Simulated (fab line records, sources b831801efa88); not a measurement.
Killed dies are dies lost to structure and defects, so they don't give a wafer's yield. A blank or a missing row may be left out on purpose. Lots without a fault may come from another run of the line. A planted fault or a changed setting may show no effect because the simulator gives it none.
Problem report in the 8D (eight disciplines) form, filled by code | flow gf180mcu | the parts of the form that need people (team, actions taken, sign-off) are left out

1. THE PROBLEM
rf_fwd_power_W at GF_STI_ETCH_14 reads a mean of 691.9 W on 9 wafers of 3 lots; wafers without a fault read 596.5 W with a standard deviation of 1.9. That is +50 standard deviations from the usual mean.
The step: etches Si in HBr/Cl2/O2, target depth 360 nm, time 102.9 s.
First seen on wafer L927.2, day 3 10:42, on rie_si-01. The record holds 42 wafers of 14 lots with a number at this step. Rule for "out", or "out of limits": more than 4 standard deviations from the usual mean. The other wafers with a number count as sound.

2. WHAT IT IS AND WHAT IT IS NOT
question                    | is                     | is not
which readings at this step | rf_fwd_power_W         | drypump_motor_current_A
which lots                  | L927, L928, L929       | L921, L923, L924, L925, L926, L930, L932, L937, L940, L943, L944
which wafers of those lots  | all that have a number | -
read on which tools         | rie_si-01              | rie_si-02
when                        | from day 3 10:42       | up to then (15 sound wafers); but 18 sound wafers of L930, L932, L937, L940, L943, L944 came after

3. SUSPECTS, AND WHAT RULES EACH OUT
Counting: a tool at a process step up to the reading stays a suspect if it ran every lot that is out and no sound lot after the first of them.
- rie_si-01 at GF_STI_ETCH_14 (etches Si in HBr/Cl2/O2, target depth 360 nm, time 102.9 s): ruled out as a lasting fault. Sound lots L944 ran on it after its first lot that is out, L927 (day 3 10:42).
Left after counting: nothing in the record.

4. THE CAUSE (what the simulator had put in)
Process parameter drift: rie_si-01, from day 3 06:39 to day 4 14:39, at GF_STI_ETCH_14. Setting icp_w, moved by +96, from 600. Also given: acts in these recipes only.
Counting ruled it out, wrongly.

5. THE CHAIN OF EFFECTS, in route order
Each row: a reading whose mean over the struck wafers that have a number lies more than 3 standard deviations from the usual. Only readings for which the record gives a usual standard deviation are gone through. hours: the time from each lot's start at the first step in this table that gives one to its start at this step, as a median over the lots. sigmas: the change in usual standard deviations.
hours | step           | reading        | usual      | on struck wafers | change | sigmas
0     | GF_STI_ETCH_14 | oes_product_au | 1.000 a.u. | 1.055            | +0.055 | +3.5
0     | GF_STI_ETCH_14 | rf_fwd_power_W | 596.5 W    | 691.9            | +95.4  | +50
The process steps in it:
- GF_STI_ETCH_14: etches Si in HBr/Cl2/O2, target depth 360 nm, time 102.9 s.
Later measuring or inspecting steps at which every struck wafer that the step has a row for has a number for every such reading, and none has moved that far: GF_VT_IMPLANT_RS_MEAS_46.

6. WHAT WOULD HAVE CAUGHT IT SOONER
In this record the first reading out of limits was taken at day 3 10:42, 4 hours after the fault began at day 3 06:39.
